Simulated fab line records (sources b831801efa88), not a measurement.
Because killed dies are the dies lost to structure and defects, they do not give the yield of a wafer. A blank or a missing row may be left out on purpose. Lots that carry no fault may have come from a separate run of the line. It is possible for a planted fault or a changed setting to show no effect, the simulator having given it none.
Chamber matching    flow sky130    SKY_VIA1_ETCH_14 on rie diel-01: 4 sister chambers
The step etches BARC in N2/H2, stops on SiO2, time 45.9 s, target depth 60 nm. 16 wafers are shown with their chamber, then 8 later ones without.

## WAFERS WITH THEIR CHAMBER
wafer   chamber  drypump motor current A (A)  throttle valve pct (%)  oes product au (a.u.)
L080.3  2        5.8                          13.242                  0.853
L080.4  2        5.8                          13.237                  0.846
L080.6  3        5.7                          13.241                  0.853
L081.2  0        5.9                          13.230                  0.856
L081.3  1        4.9                          13.220                  0.853
L081.6  1        4.9                          13.220                  0.858
L082.1  0        5.9                          13.241                  0.856
L082.5  1        5.0                          13.211                  0.856
L082.6  2        5.8                          13.224                  0.849
L083.1  0        5.9                          13.229                  0.856
L083.2  3        5.7                          13.231                  0.845
L083.4  2        5.8                          13.216                  0.857
L092.2  0        5.9                          13.230                  0.853
L092.4  3        5.7                          13.237                  0.851
L092.5  0        5.9                          13.224                  0.855
L094.4  3        5.7                          13.213                  0.856

SIGNATURES (averages over the wafers above)
reading                  chamber 0  chamber 1  chamber 2  chamber 3  scatter within a chamber
drypump motor current A  5.900      4.933      5.800      5.700      0.0236
throttle valve pct       13.23080   13.21700   13.22975   13.23050   0.00954
oes product au           0.85520    0.85567    0.85125    0.85125    0.00357
Rule: for each reading, subtract the chamber's mean from the wafer's reading, divide by that reading's scatter and square the result; add these up over the readings and take the root, which gives the wafer's distance from the chamber. The wafer belongs to the nearest chamber; if the next one is less than 2 further off, it can't be placed. The scatter: the root of (the sum of the squares of (reading less its chamber's mean) over the shown wafers, divided by (wafers less chambers)).

## WAFERS MISSING THEIR CHAMBER
wafer   drypump motor current A (A)  throttle valve pct (%)  oes product au (a.u.)
L094.5  4.9                          13.224                  0.858
L094.6  5.9                          13.211                  0.861
L096.1  5.0                          13.220                  0.863
L096.5  5.8                          13.213                  0.859
L096.6  5.7                          13.218                  0.860
L097.1  5.9                          13.215                  0.851
L097.4  5.0                          13.231                  0.849
L097.6  5.8                          13.220                  0.855

## THE CHAMBER EACH PASSED THROUGH
wafer   from the rows above      in truth
L094.5  1                        1
L094.6  0                        0
L096.1  1                        1
L096.5  can't be placed: 2 or 0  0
L096.6  3                        3
L097.1  0                        0
L097.4  1                        1
L097.6  2                        2
Correctly placed: 7 of 8. Cannot be placed on the basis of these rows: 1; the candidates contain the true chamber in 1. Number placed wrongly: 0.
